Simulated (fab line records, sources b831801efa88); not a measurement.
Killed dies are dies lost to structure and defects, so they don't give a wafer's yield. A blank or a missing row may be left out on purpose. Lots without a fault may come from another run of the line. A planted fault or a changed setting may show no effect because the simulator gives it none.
Problem report in the 8D (eight disciplines) form, filled by code | flow sky130 | the parts of the form that need people (team, actions taken, sign-off) are left out

1. THE PROBLEM
beam_energy_keV at SKY_NWELL_IMPLANT_24 reads a mean of 127.23 on 6 wafers of 2 lots; wafers without a fault read 139.99 with a standard deviation of 0.039. That is -99 or more standard deviations from the usual mean.
First seen on wafer L326.1, day 9 14:25, on implanter-02. The record holds 18 wafers of 6 lots with a number at this step. Rule for "out", or "out of limits": more than 4 standard deviations from the usual mean. The other wafers with a number count as sound.

2. WHAT IT IS AND WHAT IT IS NOT
question                    | is                     | is not
which readings at this step | beam_energy_keV        | -
which lots                  | L326, L330             | L311, L314, L315, L320
which wafers of those lots  | all that have a number | -
read on which tools         | implanter-02           | implanter-04
when                        | from day 9 14:25       | up to then (12 sound wafers)

3. SUSPECTS, AND WHAT RULES EACH OUT
Counting: a tool at a process step up to the reading stays a suspect if it ran every lot that is out and no sound lot after the first of them.
- implanter-02 at SKY_NWELL_IMPLANT_24: kept. It ran every lot that is out, first L326 (day 9 14:25), and no sound lot after that; its last sound lot up to then is L314 (day 6 13:47). Its own readings are out on those wafers: beam_energy_keV.
Left after counting: implanter-02 at SKY_NWELL_IMPLANT_24.

4. THE CAUSE (what the simulator had put in)
Process parameter drift: implanter-02, from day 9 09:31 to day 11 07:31, at SKY_NWELL_IMPLANT_24. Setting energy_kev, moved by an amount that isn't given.
Counting left only this tool.

5. THE CHAIN OF EFFECTS, in route order
Each row: a reading whose mean over the struck wafers that have a number lies more than 3 standard deviations from the usual. Only readings for which the record gives a usual standard deviation are gone through. hours: the time from each lot's start at the first step in this table that gives one to its start at this step, as a median over the lots. sigmas: the change in usual standard deviations.
hours | step                 | reading         | usual  | on struck wafers | change | sigmas
0     | SKY_NWELL_IMPLANT_24 | beam_energy_keV | 139.99 | 127.23           | -12.76 | -99 or more
The process steps in it:
- SKY_NWELL_IMPLANT_24

6. WHAT WOULD HAVE CAUGHT IT SOONER
In this record the first reading out of limits was taken at day 9 14:25, 5 hours after the fault began at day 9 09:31.
